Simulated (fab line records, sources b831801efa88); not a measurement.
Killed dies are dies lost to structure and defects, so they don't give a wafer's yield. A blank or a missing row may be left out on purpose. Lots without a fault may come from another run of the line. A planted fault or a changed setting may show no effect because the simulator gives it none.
A struck lot beside a sound one | flow sky130 | 32 steps out of a route of 708
Sound: wafers L111.2, L111.3, L111.6. Struck: wafer L116.5. (L116.3 of the same lot was not struck and is left out.) The cause comes at the end.
At each step with rows: each side's tool, then ch and its chambers, then its first start. Under that, the readings that differ: sound wafers | struck wafers | difference of the means | sigmas: that difference in standard deviations of wafers without a fault.
alike: readings whose means differ by less than 2 such deviations, and words and numbers that are the same on both sides. not compared: withheld readings, readings that some wafer has no value for, bounds like >300 that may hide the same value, and numbers for which the record gives no deviation and whose values overlap.
The two part at a step that has a row with sigmas, a row that says differs or no value, or rows on one side only. Numbers that don't overlap but have no deviation are shown without sigmas and don't part them. A reading that every wafer of one side lacks parts them only if that side has two wafers or more.

first, 5 steps without rows for these wafers: SKY_VIA1_STRIP_17 (strips in post etch residue remover, time 1200 s); SKY_VIA1_CLEAN_18 (cleans in IPA, time 180 s); SKY_VIA1_CLEAN_19 (cleans in O3/DIW); SKY_VIA1_SPUTTER_20 (material TiN, target thk 20 nm, time 80 s); SKY_VIA1_CVD_21 (deposits W, target thk 270 nm, time 80.902 s).
SKY_VIA1_RS_MEAS_22: measures by four-point-probe.
  sound on film_metro-01, day 36 02:32; struck on film_metro-04, day 37 21:10
  alike: VIA1_W_RS
SKY_VIA1_THK_MEAS_23: measures by xrf.
  sound on film_metro-01, day 36 02:38; struck on film_metro-04, day 37 21:16
  alike: VIA1_W_THK
then, 2 steps without rows for these wafers: SKY_VIA1_CMP_24 (polishes, stops on SiO2, t overpolish 15 s, target thk 0 nm); SKY_METAL2_SPUTTER_00 (material Ti, target thk 15 nm, time 10 s).
SKY_METAL2_SPUTTER_01: material TiN, target thk 20 nm, time 16.7 s.
  sound on pvd_sputter-04, day 36 03:01; struck on pvd_sputter-01, day 37 21:38
  alike: throttle_valve_pct
SKY_METAL2_SPUTTER_02: material AlCu, target thk 250 nm, time 13.3 s.
  sound on pvd_sputter-04, day 36 03:02; struck on pvd_sputter-01, day 37 21:39
  alike: throttle_valve_pct
then, 1 step without rows for these wafers: SKY_METAL2_SPUTTER_03 (material Ti, target thk 5 nm, time 3.3 s).
SKY_METAL2_SPUTTER_04: material TiN, target thk 70 nm, time 58.3 s.
  sound on pvd_sputter-04, day 36 03:05; struck on pvd_sputter-01, day 37 21:41
  reading                                    | sound            | struck | difference | sigmas
  model.TiN_of_METAL2_SPUTTER_04.thk_nm (nm) | 69.8 69.21 69.29 | 30.93  | -38.50     |
  alike: throttle_valve_pct
SKY_METAL2_RS_MEAS_05: measures by four-point-probe.
  sound on film_metro-04, day 36 03:09; struck on film_metro-04, day 37 21:47
  alike: METAL2_ALCU_RS
SKY_METAL2_THK_MEAS_06: measures by xrf.
  sound on film_metro-04, day 36 03:16; struck on film_metro-04, day 37 21:53
  reading              | sound             | struck | difference | sigmas
  METAL2_ALCU_THK (nm) | 248.3 249.7 247.3 | 272.1  | +23.7      | +9
then, 8 steps without rows for these wafers: SKY_METAL2_DEHYDRATE_07 (time 60 s); SKY_METAL2_HMDS_08 (prime time 60 s); SKY_METAL2_COAT_09 (resist thk 60 nm); SKY_METAL2_COAT_10 (resist thk 450 nm); SKY_METAL2_SOFTBAKE_11 (time 90 s); SKY_METAL2_EXPOSE_12 (exposes mask MM2, target cd 140 nm); SKY_METAL2_PEB_13; SKY_METAL2_DEVELOP_14 (develop time 60 s).
SKY_METAL2_CD_MEAS_15: target cd 140 nm.
  sound on cd_sem-02, day 37 05:34; struck on cd_sem-02, day 38 22:42
  alike: cd_nm
SKY_METAL2_OVL_MEAS_16:
  sound on overlay-01, day 37 05:40; struck on overlay-01, day 38 22:47
  alike: METAL2_OVL
SKY_METAL2_DESCUM_17: chemistry O2, time 8 s.
  sound on rie_metal-01 ch 0,1, day 37 05:41; struck on rie_metal-02 ch 0, day 38 22:50
  alike: drypump_motor_current_A, oes_product_au
  not compared: rf_hours_counter_h
SKY_METAL2_ETCH_18: etches BARC in N2/H2, stops on SiO2, time 45.9 s, target depth 60 nm.
  sound on rie_metal-01 ch 0,1, day 37 05:43; struck on rie_metal-02 ch 0, day 38 22:52
  alike: drypump_motor_current_A, oes_product_au, throttle_valve_pct
  not compared: rf_hours_counter_h
SKY_METAL2_METAL_ETCH_19: etches the open film in Cl2/BCl3, stops on SiO2, target depth 360 nm, time 78 s.
  sound on rie_metal-01 ch 0,1, day 37 05:47; struck on rie_metal-02 ch 0, day 38 22:56
  reading               | sound             | struck | difference | sigmas
  oes_product_au (a.u.) | 0.857 0.851 0.856 | 0.827  | -0.028     | -5
  alike: drypump_motor_current_A, throttle_valve_pct
  not compared: rf_hours_counter_h
SKY_METAL2_STRIP_20: strips in O2/N2.
  sound on plasma_asher-04 ch 0, day 37 05:53; struck on plasma_asher-02 ch 0, day 38 23:02
  reading                      | sound             | struck | difference | sigmas
  strip_time_to_endpoint_s (s) | 2.679 2.706 2.667 | 2.747  | +0.063     | +2
  alike: drypump_motor_current_A, oes_product_au
  not compared: rf_hours_counter_h
SKY_METAL2_STRIP_21: strips in post etch residue remover, time 1200 s.
  sound on wet_bench-01 ch 2, day 37 05:59; struck on wet_bench-01 ch 0, day 38 23:06
  reading                                    | sound             | struck | difference | sigmas
  model.TiN_of_METAL2_SPUTTER_04.thk_nm (nm) | 69.38 68.79 68.87 | 30.5   | -38.5      |
then, 1 step without rows for these wafers: SKY_METAL2_CLEAN_22 (cleans in IPA, time 180 s).
-- the record jumps here: 10 days lie between the struck wafers' starts before and after (it left off in module METAL2 and takes up again in module PAD_OPEN, whose first step shown is number 708 of the route) --
SKY_PAD_OPEN_PROBE_99:
  sound on prober-02, day 47 10:46; struck on prober-02, day 48 15:05
  reading                       | sound             | struck | difference | sigmas
  model.etest.via2_chain.rc_ohm | 9.909 9.604 9.697 | 8.828  | -0.909     |
  alike: defect_limited_yield, killed_at_M0_to_M3, killed_at_M4_up, killed_at_contacts, killed_at_front_end, killed_at_other, killed_dies, killed_open, killed_short, sort_bin_3_pad_short, sort_bin_5_function, sort_bin_6_memory, sort_n_pass, sort_yield_pct

WHERE THEY PART
First at SKY_METAL2_THK_MEAS_06; last, within this record, at SKY_METAL2_STRIP_20. Later steps at which nothing parts them and some readings are alike: SKY_PAD_OPEN_PROBE_99.

WHY: what the simulator had put in
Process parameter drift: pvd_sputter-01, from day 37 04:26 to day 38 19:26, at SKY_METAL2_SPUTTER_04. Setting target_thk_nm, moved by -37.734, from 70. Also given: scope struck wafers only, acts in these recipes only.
